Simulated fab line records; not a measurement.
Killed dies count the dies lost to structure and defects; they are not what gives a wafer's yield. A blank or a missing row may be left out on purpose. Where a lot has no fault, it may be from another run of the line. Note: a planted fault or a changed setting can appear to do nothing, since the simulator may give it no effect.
One fault through the eyes of 2 desks	flow sky130	what lay behind the numbers comes last; until then each desk has only its own

== DESK OF THE TOOL OWNER: litho-track-01 ==
The tool's own readings at SKY_METAL4_SOFTBAKE_09 (time 90 s): means of the sampled wafers that have a number, for each lot that ran on this tool. Marked OUT: a lot whose mean sits more than 4 standard deviations from the usual mean, which makes it out of limits; the brackets give that distance.
Columns: A = chill-plate-temp-C at SKY_METAL4_SOFTBAKE_09, usual 23.01 C; B = heater-power-total-W at SKY_METAL4_SOFTBAKE_09, usual 57.34 W; C = run-length-s at SKY_METAL4_SOFTBAKE_09, usual 119.22 s
lot	first seen here	A	B	C
L771	day 41 02:00	23.06	57.27	119.33
L775	day 43 08:00	23.03	57.40	119.35
L776	day 43 14:00	22.99	57.29	119.35
L782	day 44 10:00	22.89	59.08 (+14) OUT	111.62 (-51) OUT
L786	day 45 05:00	23.06	59.12 (+15) OUT	111.52 (-51) OUT
This desk's finding: out of limits on L782, L786; first on L782, day 44 10:00 (heater-power-total-W at SKY_METAL4_SOFTBAKE_09). Within limits: L771, L775, L776.

== THE METROLOGY DESK ==
Means of the sampled wafers that have a number, per lot and without regard to the tool the lot ran on: this is what the gauges read. Marked OUT: a lot whose mean sits more than 4 standard deviations from the usual mean, which makes it out of limits; the brackets give that distance.
Columns: A = VIA2_W_RS at SKY_VIA2_RS_MEAS_22, usual 0.2757 ohm/sq; B = VIA3_W_RS at SKY_VIA3_RS_MEAS_22, usual 0.2943 ohm/sq; C = VIA4_W_THK at SKY_VIA4_THK_MEAS_20, usual 504 nm
lot	first seen here	A	B	C
L771	day 36 06:29	0.2772	0.2979	506
L773	day 37 07:34	0.2772	0.2925	498
L774	day 37 10:12	0.2796	0.2948	506
L775	day 38 15:41	0.2740	0.2953	506
L778	day 38 18:07	0.2792	0.2951	502
L776	day 38 20:25	0.2763	0.2928	511
L782	day 39 19:27	0.2732	0.2953	518
L783	day 39 22:31	0.2786	0.2892	506
L786	day 40 17:56	0.2734	0.2957	504
L790	day 42 00:16	0.2777	0.2953	497
L791	day 42 02:56	0.2758	0.2896	496
L792	day 42 06:11	0.2743	0.2951	504
L793	day 42 14:56	0.2768	0.2945	499
Finding of this desk: none of the 13 lots has anything out of limits.

== BROUGHT TOGETHER ==
The tool owner's desk had the chance to raise an alarm at day 44 10:00 on L782, L786.
The metrology desk saw nothing out of limits.
The metrology desk has L782, L786 on record, within its limits.
The lots listed all ran SKY_METAL4_SOFTBAKE_09 on litho-track-01.

== WHAT THE SIMULATOR HAD INSERTED ==
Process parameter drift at SKY_METAL4_SOFTBAKE_09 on litho-track-01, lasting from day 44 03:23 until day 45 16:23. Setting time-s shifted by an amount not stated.
Struck lots among those shown: L782, L786.
Each desk's first reading out of limits, in hours after the fault started: the tool owner's desk, 7.
